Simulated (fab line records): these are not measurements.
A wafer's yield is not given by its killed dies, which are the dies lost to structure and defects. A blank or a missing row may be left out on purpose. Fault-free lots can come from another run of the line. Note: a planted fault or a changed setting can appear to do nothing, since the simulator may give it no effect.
fab line records -- flow sfq-line
record: lots: 6, wafers: 18, last-day: 88
route steps=325 shown L0V@23 M0@28 I0@43 M1@58 M8@325
lots untouched by any fault: they come from a run of this same line in which no faults occurred
start-h: start of the lot's first displayed wafer, in hours after the record's first day -- wait-h: hours since the lot's step before -- " repeats the value in the row above -- L1.1+2: several wafers, shown together as one row -- - value missing, or start not given -- * or withheld: withheld -- < > ~ a bound
route shown NAME@n: names a module that has steps shown in the file, with the first one's number in the route -- usual: mean/standard deviation taken from wafers without a fault -- same: alike in all rows -- chamber/n: place in a boat -- sites: each site's reading -- _std_site: how widely they spread, as a standard deviation -- _edge_site: the outer-site mean with the inner-site mean subtracted -- radius-mm: how far each site lies from the wafer's centre -- mask NAME#n: copy n -- behind: the last tool/chamber to shape the wafer -- hold: why the lot was held/for how many hours/how that ended -- device: which transistor (n, p or np) failed to switch -- end of line: the tests these same wafers got at the end of their route -- a step without rows: its recipe alone -- killed: not the wafer's yield, but the dies lost to structure and defects at the first sort -- map: dies across one wafer; x = killed, . = not, _ = none there
set.NAME: the setting the step ran with; set.NAME@STEP: the setting that earlier step ran with -- model.NAME: the simulator's own value behind a step, which no gauge read
lots seen at some steps along the route; tables by step, rows by wafer
services: when a tool's chamber went out of use (start-h, in hours from the record's first day, below 0 if earlier), for how many hours, and the reason
== steps ==
step: SFQ_L0V_OVL_MEAS_903
usual: L0V_OVL: -2/4.3
lot.wafer,tool,chamber,start-h,wait-h,L0V_OVL[nm]
L810.2,overlay-01,-,229.29,0.1,6
L810.4,overlay-01,-,229.29,0.1,5
L810.6,overlay-01,-,229.29,0.1,7
L817.3,overlay-01,-,272.62,0.1,-6
L817.5,overlay-01,-,272.62,0.1,-4
L817.6,overlay-01,-,272.62,0.1,-7
L821.1,overlay-01,-,306.98,0.1,-2
L821.2,overlay-01,-,306.98,0.1,-3
L821.4,overlay-01,-,306.98,0.1,-10
L822.3,overlay-01,-,310.59,0.1,3
L822.4,overlay-01,-,310.59,0.1,3
L822.6,overlay-01,-,310.59,0.1,5
L824.3,overlay-02,-,333.31,0.1,1
L824.5,overlay-02,-,333.31,0.1,-6
L824.6,overlay-02,-,333.31,0.1,-2
L825.3,overlay-02,-,338.11,0.1,-9
L825.4,overlay-02,-,338.11,0.1,-8
L825.6,overlay-02,-,338.11,0.1,-4
step: SFQ_TRILAYER_L0_VIA_BARC_OPEN_VIA_ETCH_021
recipe: mask-material: PR, chemistry: O2, target-depth-nm: 125, target: BARC, source-w: 500, bias-w: 80, pressure-mtorr: 30, time-s: 41.7
usual: bias-w: 79.96/0.21, drypump-motor-current-A: 5.9/0.71, oes-product-au: 0.685/0.0045
lot.wafer,tool,chamber,start-h,wait-h,bias-w,drypump-motor-current-A,oes-product-au,rf-hours-counter-h
L810.2,rie-diel-01,0,229.32,0.0,79.97,5.3,0.686,0
L810.4,rie-diel-01,3,229.32,0.0,79.89,6.8,0.690,99
L810.6,rie-diel-01,3,229.32,0.0,79.86,6.8,0.678,-
L817.3,rie-diel-01,1,272.64,0.0,80.22,4.8,0.685,6
L817.5,rie-diel-01,3,272.64,0.0,79.59,6.7,0.689,-
L817.6,rie-diel-01,0,272.64,0.0,79.98,5.3,0.684,-
L821.1,rie-diel-04,1,307.02,0.0,79.99,5.3,0.678,85
L821.2,rie-diel-04,3,307.02,0.0,79.61,6.6,0.695,125
L821.4,rie-diel-04,0,307.02,0.0,80.00,5.4,0.684,90
L822.3,rie-diel-01,2,310.62,0.0,80.00,6.7,0.683,27
L822.4,rie-diel-01,0,310.62,0.0,80.13,5.3,0.674,1
L822.6,rie-diel-01,2,310.62,0.0,79.57,6.7,0.682,-
L824.3,rie-diel-04,2,333.33,0.0,80.33,5.5,0.684,29
L824.5,rie-diel-04,0,333.33,0.0,80.13,5.3,0.689,-
L824.6,rie-diel-04,3,333.33,0.0,79.99,6.6,0.684,-
L825.3,rie-diel-03,3,338.13,0.0,80.32,5.9,0.696,15
L825.4,rie-diel-03,2,338.13,0.0,80.20,5.3,0.695,56
L825.6,rie-diel-03,1,338.13,0.0,80.11,6.6,0.681,-
step: SFQ_TRILAYER_L0_VIA_ETCH_VIA_ETCH_016
recipe: target: SiO2, stop-on: MoNx_KI, mask-material: PR, chemistry: CHF3, target-depth-nm: 80, source-w: 500, bias-w: 80, pressure-mtorr: 30, time-s: withheld
step: SFQ_TRILAYER_L0_VIA_STRIP_STRIP_017
recipe: gas: O2, power-w: 200, platen-temp-c: 40, overash-fraction: 0.65, chemistry: O2, pressure-mtorr: 50
step: SFQ_TRILAYER_L0_VIA_STRIP_SOLV_CLEAN_018
recipe: chemistry: NMP, temp-c: 70, time-s: 600
step: SFQ_TRILAYER_M0_DEP_PRE_CLEAN_020
recipe: gas: Ar, time-s: 15, bias-v: 250
step: SFQ_TRILAYER_M0_DEP_SPUTTER_019
recipe: material: Nb, base-pressure-pa: 1.33e-06, chamber-pressure-pa: 0.1333, substrate-temp-c: 20, resputter-cathode-voltage-v: 400, target-thk-nm: 200, power-w: 2000, time-s: 133.3
step: SFQ_M0_RS_MEAS_904
recipe: thk-meas-gauge: four-point-probe, reads: Nb_of_TRILAYER_M0_DEP_SPUTTER_019
usual: M0_NB_RS: 0.880/0.0096
lot.wafer,tool,chamber,start-h,wait-h,M0_NB_RS[ohm/sq]
L810.2,film-metro-04,-,230.49,0.1,0.875
L810.4,film-metro-04,-,230.49,0.1,0.868
L810.6,film-metro-04,-,230.49,0.1,0.875
L817.3,film-metro-01,-,273.66,0.1,0.894
L817.5,film-metro-01,-,273.66,0.1,0.891
L817.6,film-metro-01,-,273.66,0.1,0.887
L821.1,film-metro-01,-,308.18,0.0,0.868
L821.2,film-metro-01,-,308.18,0.0,0.866
L821.4,film-metro-01,-,308.18,0.0,0.882
L822.3,film-metro-01,-,311.65,0.1,0.875
L822.4,film-metro-01,-,311.65,0.1,0.877
L822.6,film-metro-01,-,311.65,0.1,0.882
L824.3,film-metro-04,-,334.95,0.1,0.882
L824.5,film-metro-04,-,334.95,0.1,0.886
L824.6,film-metro-04,-,334.95,0.1,0.881
L825.3,film-metro-04,-,339.15,0.1,0.900
L825.4,film-metro-04,-,339.15,0.1,0.896
L825.6,film-metro-04,-,339.15,0.1,0.890
step: SFQ_TRILAYER_M0_LITHO_COAT_026
recipe: resist: BARC, spin-rpm: 3000, resist-thk-nm: 62
step: SFQ_TRILAYER_M0_LITHO_COAT_021
recipe: resist: KrF, spin-rpm: 3000, resist-thk-nm: 600
step: SFQ_TRILAYER_M0_LITHO_SOFTBAKE_025
recipe: temp-c: withheld, time-s: withheld, resist: KrF
step: SFQ_TRILAYER_M0_LITHO_EXPOSE_022
recipe: mask-id: M0, na: 0.6, source-shape: conventional, sigma-outer: 0.65, target-cd-nm: 500, dose-mj: 14.4
usual: exposure-dose-mJ-cm2: 14.399/0.014, stage-vel-mm-s: 500.00/0.22
same: na: 0.6
lot.wafer,tool,chamber,start-h,wait-h,mask,exposure-dose-mJ-cm2,stage-vel-mm-s
L810.2,krf-scanner-01,0,339.20,-,M0#0,14.420,500.02
L810.4,krf-scanner-01,0,339.20,-,M0#0,14.412,499.95
L810.6,krf-scanner-01,0,339.20,-,M0#0,14.413,499.64
L817.3,krf-scanner-01,0,394.24,-,M0#0,14.377,499.61
L817.5,krf-scanner-01,0,394.24,-,M0#0,14.367,499.93
L817.6,krf-scanner-01,0,394.24,-,M0#0,14.393,499.86
L821.1,krf-scanner-01,0,434.41,-,M0#0,9.110,499.91
L821.2,krf-scanner-01,0,434.41,-,M0#0,9.123,499.80
L821.4,krf-scanner-01,0,434.41,-,M0#0,9.124,500.43
L822.3,krf-scanner-01,0,438.41,-,M0#0,9.103,500.23
L822.4,krf-scanner-01,0,438.41,-,M0#0,9.101,500.07
L822.6,krf-scanner-01,0,438.41,-,M0#0,9.081,499.92
L824.3,krf-scanner-02,0,469.60,-,M0#0,14.408,499.98
L824.5,krf-scanner-02,0,469.60,-,M0#0,14.405,499.63
L824.6,krf-scanner-02,0,469.60,-,M0#0,14.414,500.14
L825.3,krf-scanner-02,0,476.80,-,M0#0,14.387,499.81
L825.4,krf-scanner-02,0,476.80,-,M0#0,14.382,499.74
L825.6,krf-scanner-02,0,476.80,-,M0#0,14.388,499.84
step: SFQ_TRILAYER_M0_LITHO_PEB_024
recipe: peb-temp-c: 115, peb-time-s: 60, resist: KrF
step: SFQ_TRILAYER_M0_LITHO_DEVELOP_023
recipe: time-s: 60, resist: KrF
step: SFQ_M0_OVL_MEAS_906
usual: M0_OVL: 1/5.4
lot.wafer,tool,chamber,start-h,wait-h,M0_OVL[nm]
L810.2,overlay-02,-,340.50,0.1,7
L810.4,overlay-02,-,340.50,0.1,4
L810.6,overlay-02,-,340.50,0.1,1
L817.3,overlay-01,-,395.35,0.1,6
L817.5,overlay-01,-,395.35,0.1,-1
L817.6,overlay-01,-,395.35,0.1,-12
L821.1,overlay-01,-,435.91,0.1,7
L821.2,overlay-01,-,435.91,0.1,7
L821.4,overlay-01,-,435.91,0.1,1
L822.3,overlay-01,-,439.52,0.1,-2
L822.4,overlay-01,-,439.52,0.1,6
L822.6,overlay-01,-,439.52,0.1,8
L824.3,overlay-01,-,470.71,0.1,6
L824.5,overlay-01,-,470.71,0.1,-3
L824.6,overlay-01,-,470.71,0.1,-2
L825.3,overlay-01,-,477.91,0.1,0
L825.4,overlay-01,-,477.91,0.1,5
L825.6,overlay-01,-,477.91,0.1,-2
step: SFQ_TRILAYER_M0_BARC_OPEN_METAL_ETCH_031
recipe: mask-material: PR, chemistry: O2, target-depth-nm: 125, target: BARC, icp-w: 600, bias-w: 80, pressure-mtorr: 10, time-s: 41.7
usual: bias-w: 80.00/0.23, drypump-motor-current-A: 5.68/0.17, oes-product-au: 0.685/0.0047
lot.wafer,tool,chamber,start-h,wait-h,bias-w,drypump-motor-current-A,oes-product-au,rf-hours-counter-h,model.M0.cd-nm
L810.2,rie-metal-02,0,340.55,0.0,79.92,5.75,0.673,-,501.8
L810.4,rie-metal-02,0,340.55,0.0,80.00,5.76,0.687,-,502.6
L810.6,rie-metal-02,0,340.55,0.0,80.40,5.75,0.692,-,502.4
L817.3,rie-metal-02,0,395.42,0.1,79.50,5.73,0.685,-,499.9
L817.5,rie-metal-02,0,395.42,0.1,79.85,5.75,0.681,-,499.9
L817.6,rie-metal-02,0,395.42,0.1,79.75,5.73,0.682,-,500.2
L821.1,rie-metal-02,0,435.95,0.0,80.00,5.74,0.684,105,573.6
L821.2,rie-metal-02,1,435.95,0.0,79.73,5.39,0.690,7,575.3
L821.4,rie-metal-02,1,435.95,0.0,79.57,5.38,0.686,-,574.2
L822.3,rie-metal-02,1,439.57,0.0,79.87,5.39,0.687,-,573.8
L822.4,rie-metal-02,0,439.57,0.0,79.89,5.70,0.679,-,572.2
L822.6,rie-metal-02,1,439.57,0.0,80.46,5.38,0.681,-,571.7
L824.3,rie-metal-01,1,470.76,0.0,80.25,5.60,0.683,-,498.9
L824.5,rie-metal-01,0,470.76,0.0,80.28,5.57,0.688,-,499.6
L824.6,rie-metal-01,1,470.76,0.0,80.11,5.60,0.684,-,498.3
L825.3,rie-metal-02,0,477.96,0.0,80.17,5.71,0.686,-,499.2
L825.4,rie-metal-02,1,477.96,0.0,79.88,5.40,0.688,-,498.7
L825.6,rie-metal-02,0,477.96,0.0,79.89,5.71,0.685,-,499.4
step: SFQ_TRILAYER_M0_ETCH_METAL_ETCH_024
recipe: target: Nb, stop-on: SiO2, mask-material: PR, chemistry: Cl2/Ar, target-depth-nm: 240, icp-w: 600, bias-w: 80, pressure-mtorr: 10, time-s: 120
usual: bias-w: 79.99/0.25, drypump-motor-current-A: 5.67/0.17, oes-product-au: 0.900/0.0073
lot.wafer,tool,chamber,start-h,wait-h,bias-w,drypump-motor-current-A,oes-product-au,rf-hours-counter-h,model.M0.cd-nm
L810.2,rie-metal-02,0,340.69,0.1,80.10,5.72,0.903,-,501.2
L810.4,rie-metal-02,0,340.69,0.1,80.21,5.76,0.905,-,501.6
L810.6,rie-metal-02,0,340.69,0.1,80.02,5.73,0.904,-,501.7
L817.3,rie-metal-02,0,395.58,0.1,79.76,5.66,0.898,-,498.2
L817.5,rie-metal-02,0,395.58,0.1,80.05,5.67,0.893,-,498.4
L817.6,rie-metal-02,0,395.58,0.1,80.19,5.70,0.893,-,498.7
L821.1,rie-metal-02,0,436.01,0.0,79.87,5.69,0.900,105,572.8
L821.2,rie-metal-02,1,436.01,0.0,79.92,5.38,0.901,7,578.4
L821.4,rie-metal-02,1,436.01,0.0,79.79,5.39,0.900,-,576.7
L822.3,rie-metal-02,1,439.65,0.1,79.69,5.38,0.903,-,574.9
L822.4,rie-metal-02,0,439.65,0.1,80.13,5.77,0.893,-,570.6
L822.6,rie-metal-02,1,439.65,0.1,79.68,5.40,0.897,-,572.2
L824.3,rie-metal-01,1,470.84,0.1,79.43,5.59,0.903,-,499.1
L824.5,rie-metal-01,0,470.84,0.1,80.63,5.55,0.900,-,500
L824.6,rie-metal-01,1,470.84,0.1,79.79,5.61,0.897,-,498.9
L825.3,rie-metal-02,0,478.04,0.1,80.32,5.70,0.888,-,496.5
L825.4,rie-metal-02,1,478.04,0.1,80.03,5.38,0.890,-,498.5
L825.6,rie-metal-02,0,478.04,0.1,80.59,5.71,0.884,-,498
step: SFQ_TRILAYER_M0_STRIP_STRIP_025
recipe: gas: O2, power-w: 200, platen-temp-c: 40, overash-fraction: 0.65, chemistry: O2, pressure-mtorr: 50
usual: drypump-motor-current-A: 5.68/0.17, oes-product-au: 1.002/0.012
lot.wafer,tool,chamber,start-h,wait-h,drypump-motor-current-A,oes-product-au,rf-hours-counter-h
L810.2,rie-metal-02,0,341.10,0.4,5.71,1.008,-
L810.4,rie-metal-02,0,341.10,0.4,5.72,1.014,-
L810.6,rie-metal-02,0,341.10,0.4,5.71,1.012,-
L817.3,rie-metal-02,0,396.15,0.5,5.69,1.015,-
L817.5,rie-metal-02,0,396.15,0.5,5.71,1.013,-
L817.6,rie-metal-02,0,396.15,0.5,5.72,1.013,-
L821.1,rie-metal-02,0,436.13,0.1,5.74,1.012,105
L821.2,rie-metal-02,1,436.13,0.1,5.38,1.003,8
L821.4,rie-metal-02,1,436.13,0.1,5.38,0.997,-
L822.3,rie-metal-02,1,439.93,0.2,5.39,1.001,-
L822.4,rie-metal-02,0,439.93,0.2,5.71,1.014,-
L822.6,rie-metal-02,1,439.93,0.2,5.39,0.995,-
L824.3,rie-metal-01,1,471.12,0.2,5.61,0.992,-
L824.5,rie-metal-01,0,471.12,0.2,5.57,0.984,-
L824.6,rie-metal-01,1,471.12,0.2,5.63,0.997,-
L825.3,rie-metal-02,0,478.32,0.2,5.73,1.016,-
L825.4,rie-metal-02,1,478.32,0.2,5.41,0.996,-
L825.6,rie-metal-02,0,478.32,0.2,5.73,1.019,-
step: SFQ_TRILAYER_M0_STRIP_SOLV_CLEAN_026
recipe: chemistry: NMP, temp-c: 70, time-s: 600
step: SFQ_TRILAYER_I0_DEP_PECVD_027
recipe: material: SiO2, temp-c: 150, time-s: 111.11, pressure-torr: 2.4, rf-w: 183.3, precursor: SiH4/N2O, target-thk-nm: 500
usual: heater-power-w: 84/13, throttle-valve-pct: 24.7/0.93
lot.wafer,tool,chamber,start-h,wait-h,heater-power-w,since-wet-clean-h,throttle-valve-pct
L810.2,pecvd-01,1,342.28,0.0,77,887,25.2
L810.4,pecvd-01,0,342.28,0.0,92,-,25.8
L810.6,pecvd-01,1,342.28,0.0,81,-,25.0
L817.3,pecvd-04,0,397.12,0.0,83,558,24.5
L817.5,pecvd-04,1,397.12,0.0,110,-,24.1
L817.6,pecvd-04,2,397.12,0.0,74,-,24.6
L821.1,pecvd-01,0,437.08,0.0,100,982,26.5
L821.2,pecvd-01,1,437.08,0.0,85,982,25.7
L821.4,pecvd-01,2,437.08,0.0,74,-,25.0
L822.3,pecvd-04,0,440.51,0.0,78,602,24.8
L822.4,pecvd-04,1,440.51,0.0,108,-,23.9
L822.6,pecvd-04,0,440.51,0.0,82,-,24.9
L824.3,pecvd-04,1,471.70,0.0,108,633,24.4
L824.5,pecvd-04,2,471.70,0.0,89,-,24.9
L824.6,pecvd-04,0,471.70,0.0,82,-,24.7
L825.3,pecvd-01,1,478.90,0.0,87,1024,25.4
L825.4,pecvd-01,0,478.90,0.0,91,-,26.4
L825.6,pecvd-01,2,478.90,0.0,74,-,24.8
step: SFQ_TRILAYER_I0_CMP_CMP_028
recipe: material: SiO2, down-force-psi: 3, platen-rpm: 60, pad-velocity-m-s: 0.94248
step: SFQ_I0_BOW_MEAS_907
recipe: mode: bow
usual: I0_BOW: 1/6.1
lot.wafer,tool,chamber,start-h,wait-h,I0_BOW[um]
L810.2,film-metro-01,-,353.29,1.5,-1
L810.4,film-metro-01,-,353.29,1.5,-9
L810.6,film-metro-01,-,353.29,1.5,8
L817.3,film-metro-04,-,400.24,1.0,-4
L817.5,film-metro-04,-,400.24,1.0,2
L817.6,film-metro-04,-,400.24,1.0,-7
L821.1,film-metro-04,-,442.36,1.5,5
L821.2,film-metro-04,-,442.36,1.5,2
L821.4,film-metro-04,-,442.36,1.5,9
L822.3,film-metro-02,-,445.63,2.7,-1
L822.4,film-metro-02,-,445.63,2.7,1
L822.6,film-metro-02,-,445.63,2.7,-13
L824.3,film-metro-01,-,475.66,1.0,-2
L824.5,film-metro-01,-,475.66,1.0,7
L824.6,film-metro-01,-,475.66,1.0,4
L825.3,film-metro-02,-,482.02,1.0,5
L825.4,film-metro-02,-,482.02,1.0,12
L825.6,film-metro-02,-,482.02,1.0,5
step: SFQ_TRILAYER_I0_METRO_MEASURE_029
step: SFQ_TRILAYER_I0_VIA_LITHO_COAT_036
recipe: resist: BARC, spin-rpm: 3000, resist-thk-nm: 62
step: SFQ_TRILAYER_I0_VIA_LITHO_COAT_031
recipe: resist: KrF, spin-rpm: 3000, resist-thk-nm: 650
step: SFQ_TRILAYER_I0_VIA_LITHO_SOFTBAKE_035
recipe: temp-c: withheld, time-s: withheld, resist: KrF
step: SFQ_TRILAYER_I0_VIA_LITHO_EXPOSE_032
recipe: mask-id: I0, na: 0.6, source-shape: conventional, sigma-outer: 0.65, target-cd-nm: 500, dose-mj: 21.3
step: SFQ_TRILAYER_I0_VIA_LITHO_PEB_034
recipe: peb-temp-c: 115, peb-time-s: 60, resist: KrF
step: SFQ_TRILAYER_I0_VIA_LITHO_DEVELOP_033
recipe: time-s: 60, resist: KrF
step: SFQ_I0_OVL_MEAS_908
usual: I0_OVL: 2/4.7
lot.wafer,tool,chamber,start-h,wait-h,I0_OVL[nm]
L810.2,overlay-01,-,493.51,0.1,4
L810.4,overlay-01,-,493.51,0.1,2
L810.6,overlay-01,-,493.51,0.1,7
L817.3,overlay-02,-,556.19,0.1,0
L817.5,overlay-02,-,556.19,0.1,-5
L817.6,overlay-02,-,556.19,0.1,1
L821.1,overlay-01,-,596.38,0.1,3
L821.2,overlay-01,-,596.38,0.1,4
L821.4,overlay-01,-,596.38,0.1,5
L822.3,overlay-01,-,599.99,0.1,-1
L822.4,overlay-01,-,599.99,0.1,-3
L822.6,overlay-01,-,599.99,0.1,1
L824.3,overlay-02,-,623.99,0.1,2
L824.5,overlay-02,-,623.99,0.1,-2
L824.6,overlay-02,-,623.99,0.1,1
L825.3,overlay-01,-,630.51,0.1,0
L825.4,overlay-01,-,630.51,0.1,-3
L825.6,overlay-01,-,630.51,0.1,4
step: SFQ_TRILAYER_I0_VIA_BARC_OPEN_VIA_ETCH_046
recipe: mask-material: PR, chemistry: O2, target-depth-nm: 125, target: BARC, source-w: 500, bias-w: 80, pressure-mtorr: 30, time-s: 41.7
step: SFQ_TRILAYER_I0_VIA_ETCH_VIA_ETCH_034
recipe: target: SiO2, stop-on: Nb, mask-material: PR, taper-deg: 20, chemistry: CHF3, target-depth-nm: 260, source-w: 500, bias-w: 80, pressure-mtorr: 30, time-s: withheld
usual: bias-w: 79.98/0.25, drypump-motor-current-A: 5.7/0.45, oes-product-au: 0.856/0.0055
lot.wafer,tool,chamber,start-h,wait-h,bias-w,drypump-motor-current-A,oes-product-au
L810.2,rie-diel-04,3,493.58,0.0,79.98,6.7,0.853
L810.4,rie-diel-04,0,493.58,0.0,79.88,5.4,0.852
L810.6,rie-diel-04,1,493.58,0.0,79.86,5.3,0.848
L817.3,rie-diel-02,1,556.25,0.0,80.11,5.2,0.848
L817.5,rie-diel-02,0,556.25,0.0,79.94,5.9,0.847
L817.6,rie-diel-02,2,556.25,0.0,80.28,5.4,0.854
L821.1,rie-diel-02,3,596.45,0.0,80.11,5.7,0.868
L821.2,rie-diel-02,2,596.45,0.0,79.82,5.4,0.850
L821.4,rie-diel-02,0,596.45,0.0,80.04,5.9,0.857
L822.3,rie-diel-02,2,600.05,0.0,79.95,5.4,0.853
L822.4,rie-diel-02,3,600.05,0.0,79.97,5.7,0.855
L822.6,rie-diel-02,0,600.05,0.0,79.73,5.9,0.858
L824.3,rie-diel-03,0,624.05,0.0,79.72,6.3,0.846
L824.5,rie-diel-03,3,624.05,0.0,80.36,5.9,0.860
L824.6,rie-diel-03,2,624.05,0.0,80.04,5.3,0.850
L825.3,rie-diel-03,3,630.58,0.0,80.31,5.9,0.856
L825.4,rie-diel-03,0,630.58,0.0,79.92,6.3,0.854
L825.6,rie-diel-03,0,630.58,0.0,80.03,6.3,0.866
step: SFQ_TRILAYER_I0_VIA_STRIP_STRIP_035
recipe: gas: O2, power-w: 200, platen-temp-c: 40, overash-fraction: 0.65, chemistry: O2, pressure-mtorr: 50
step: SFQ_TRILAYER_I0_VIA_STRIP_SOLV_CLEAN_036
recipe: chemistry: NMP, temp-c: 70, time-s: 600
step: SFQ_TRILAYER_M1_DEP_PRE_CLEAN_038
recipe: gas: Ar, time-s: 22.5, bias-v: 250
step: SFQ_TRILAYER_M1_DEP_SPUTTER_037
recipe: material: Nb, base-pressure-pa: 1.33e-06, chamber-pressure-pa: 0.1333, substrate-temp-c: 20, resputter-cathode-voltage-v: 400, target-thk-nm: 200, power-w: 2000, time-s: 133.3
usual: throttle-valve-pct: 30.0/0.76
lot.wafer,tool,chamber,start-h,wait-h,throttle-valve-pct
L810.2,pvd-sputter-05,-,494.49,0.0,28.5
L810.4,pvd-sputter-05,-,494.49,0.0,30.5
L810.6,pvd-sputter-05,-,494.49,0.0,29.9
L817.3,pvd-sputter-06,-,557.34,0.0,31.1
L817.5,pvd-sputter-06,-,557.34,0.0,31.1
L817.6,pvd-sputter-06,-,557.34,0.0,30.4
L821.1,pvd-sputter-03,-,597.37,0.0,30.5
L821.2,pvd-sputter-03,-,597.37,0.0,29.9
L821.4,pvd-sputter-03,-,597.37,0.0,29.1
L822.3,pvd-sputter-03,-,600.97,0.0,30.1
L822.4,pvd-sputter-03,-,600.97,0.0,30.2
L822.6,pvd-sputter-03,-,600.97,0.0,30.3
L824.3,pvd-sputter-05,-,624.97,0.0,30.3
L824.5,pvd-sputter-05,-,624.97,0.0,28.5
L824.6,pvd-sputter-05,-,624.97,0.0,29.0
L825.3,pvd-sputter-05,-,631.49,0.0,29.2
L825.4,pvd-sputter-05,-,631.49,0.0,30.6
L825.6,pvd-sputter-05,-,631.49,0.0,29.4
step: SFQ_M1_RS_MEAS_909
recipe: thk-meas-gauge: four-point-probe, reads: Nb_of_TRILAYER_M1_DEP_SPUTTER_037
usual: M1_NB_RS: 0.891/0.0085
lot.wafer,tool,chamber,start-h,wait-h,M1_NB_RS[ohm/sq]
L810.2,film-metro-01,-,494.61,0.1,0.902
L810.4,film-metro-01,-,494.61,0.1,0.893
L810.6,film-metro-01,-,494.61,0.1,0.888
L817.3,film-metro-03,-,557.48,0.1,0.892
L817.5,film-metro-03,-,557.48,0.1,0.890
L817.6,film-metro-03,-,557.48,0.1,0.901
L821.1,film-metro-01,-,597.46,0.0,0.874
L821.2,film-metro-01,-,597.46,0.0,0.876
L821.4,film-metro-01,-,597.46,0.0,0.877
L822.3,film-metro-02,-,601.10,0.1,0.890
L822.4,film-metro-02,-,601.10,0.1,0.891
L822.6,film-metro-02,-,601.10,0.1,0.881
L824.3,film-metro-03,-,625.10,0.1,0.892
L824.5,film-metro-03,-,625.10,0.1,0.896
L824.6,film-metro-03,-,625.10,0.1,0.885
L825.3,film-metro-03,-,631.63,0.1,0.885
L825.4,film-metro-03,-,631.63,0.1,0.882
L825.6,film-metro-03,-,631.63,0.1,0.885
step: SFQ_TRILAYER_M1_LITHO_COAT_044
recipe: resist: BARC, spin-rpm: 3000, resist-thk-nm: 62
step: SFQ_TRILAYER_M1_LITHO_COAT_039
recipe: resist: KrF, spin-rpm: 3000, resist-thk-nm: 600
step: SFQ_TRILAYER_M1_LITHO_SOFTBAKE_043
recipe: temp-c: withheld, time-s: withheld, resist: KrF
step: SFQ_M8_BOW_MEAS_951
recipe: mode: bow
usual: M8_BOW: 9/7.9
lot.wafer,tool,chamber,start-h,wait-h,M8_BOW[um],model.etest.m0.ohm-um
L810.2,film-metro-01,-,2022.09,0.0,10,1.744
L810.4,film-metro-01,-,2022.09,0.0,4,1.734
L810.6,film-metro-01,-,2022.09,0.0,20,1.747
L817.3,film-metro-01,-,2037.78,0.0,-2,1.793
L817.5,film-metro-01,-,2037.78,0.0,3,1.783
L817.6,film-metro-01,-,2037.78,0.0,-4,1.775
L821.1,film-metro-02,-,2069.28,0.0,3,1.518
L821.2,film-metro-02,-,2069.28,0.0,-1,1.496
L821.4,film-metro-02,-,2069.28,0.0,6,1.528
L822.3,film-metro-04,-,2077.88,0.0,17,1.519
L822.4,film-metro-04,-,2077.88,0.0,20,1.536
L822.6,film-metro-04,-,2077.88,0.0,4,1.537
L824.3,film-metro-02,-,2095.16,0.0,1,1.766
L824.5,film-metro-02,-,2095.16,0.0,11,1.772
L824.6,film-metro-02,-,2095.16,0.0,8,1.766
L825.3,film-metro-02,-,2114.95,0.0,10,1.812
L825.4,film-metro-02,-,2114.95,0.0,17,1.794
L825.6,film-metro-02,-,2114.95,0.0,10,1.788
== services ==
tool,chamber,start-h,hours,kind
krf-scanner-01,-,212.27,3.6,pm
krf-scanner-01,-,216.91,2.9,repair
krf-scanner-01,-,231.17,2.6,repair
pecvd-01,-,243.56,8.5,repair
rie-metal-01,-,247.88,2.8,pm
krf-scanner-01,-,248.09,4.4,pm
rie-diel-02,0,250.59,21.5,repair
krf-scanner-01,-,273.51,1.0,pm
krf-scanner-01,-,291.31,7.2,pm
krf-scanner-01,-,298.51,0.8,pm
rie-metal-02,0,320.70,3.0,repair
krf-scanner-01,-,353.40,1.3,pm
rie-metal-02,1,390.89,26.5,repair
rie-metal-02,0,430.96,2.9,repair
krf-scanner-01,-,439.21,1.0,pm
krf-scanner-01,-,464.28,0.8,pm
krf-scanner-01,-,501.73,11.6,pm
krf-scanner-01,-,513.28,4.0,pm
krf-scanner-01,-,523.11,2.3,repair
krf-scanner-01,-,528.52,1.3,pm
rie-metal-02,-,532.35,2.8,pm
krf-scanner-01,-,577.95,0.6,repair
krf-scanner-01,-,602.98,0.7,repair
krf-scanner-01,-,607.60,1.0,pm
== key ==
first-sign: step: SFQ_TRILAYER_M0_LITHO_EXPOSE_022, reading: exposure-dose-mJ-cm2, direction: down, sigmas: 99+, usual: 14.399, struck: 9.107
effect none on later readings
model-effect: step: SFQ_TRILAYER_M0_BARC_OPEN_METAL_ETCH_031, value: M0.cd-nm, without: 500.1, struck: 573.5
model-effect: step: SFQ_TRILAYER_M0_ETCH_METAL_ETCH_024, value: M0.cd-nm, without: 500.9, struck: 574.3
model-effect: step: SFQ_M8_BOW_MEAS_951, value: etest.m0.ohm-um, without: 1.746, struck: 1.522
met-at SFQ_TRILAYER_M0_LITHO_EXPOSE_022
struck-wafers L821.1,L821.2,L821.4,L822.3,L822.4,L822.6
onset-between 394.24 434.41
fault: kind: process-parameter-drift, tool: krf-scanner-01, chamber: -, onset-h: 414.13, steps: SFQ_TRILAYER_M0_LITHO_EXPOSE_022, channel: dose-mj, offset: -5.2869, shape: step, acts-in: these-recipes-only, stated: 14.4
